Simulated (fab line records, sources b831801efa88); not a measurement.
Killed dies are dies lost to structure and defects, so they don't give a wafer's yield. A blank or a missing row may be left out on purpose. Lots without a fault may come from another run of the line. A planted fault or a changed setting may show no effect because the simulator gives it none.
Chamber matching | flow sky130 | SKY_VIA1_CMP_02 on cmp-02: 4 sister chambers
The step polishes SiO2. 8 wafers are shown with their chamber, then 7 later ones without.

WAFERS WITH THEIR CHAMBER
wafer  | chamber | motor_current_A (A) | retaining_ring_pressure_frac
L431.4 | 3       | 11.7                | 1.007
L436.6 | 2       | 14.5                | 0.994
L438.4 | 3       | 11.7                | 1.003
L438.6 | 0       | 12.9                | 1.003
L439.1 | 0       | 14.0                | 0.990
L439.2 | 1       | 13.2                | 1.002
L439.4 | 2       | 14.2                | 1.000
L440.1 | 1       | 12.8                | 1.008

WAFERS WITHOUT THEIR CHAMBER
wafer  | motor_current_A (A) | retaining_ring_pressure_frac
L440.2 | 11.4                | 1.007
L440.3 | 13.0                | 0.999
L441.1 | 12.1                | 1.008
L441.3 | 13.7                | 0.999
L441.5 | 13.2                | 1.000
L442.3 | 12.2                | 0.993
L442.6 | 11.8                | 0.995

WHICH CHAMBER EACH WENT THROUGH
wafer  | from the rows above          | in truth
L440.2 | 3                            | 3
L440.3 | can't be placed: 1 or 0      | 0
L441.1 | can't be placed: 3 or 1      | 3
L441.3 | can't be placed: 0 or 2 or 1 | 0
L441.5 | can't be placed: 0 or 1 or 2 | 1
L442.3 | can't be placed: 3 or 1 or 0 | 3
L442.6 | can't be placed: 3 or 1      | 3
Placed correctly: 1 of 7. Can't be placed from these rows: 6 (the true chamber is among the candidates in 6). Placed wrongly: 0.
How it was worked out, from the rows above alone: a wafer's distance from a chamber is the root of the sum, over the readings, of the square of ((its reading less the chamber's mean) divided by the reading's scatter). The wafer belongs to the nearest chamber; if the next one is less than 2 further off, it can't be placed. A chamber's mean is the mean of its shown wafers. The scatter: the root of (the sum of the squares of (reading less its chamber's mean) over the shown wafers, divided by (wafers less chambers)).
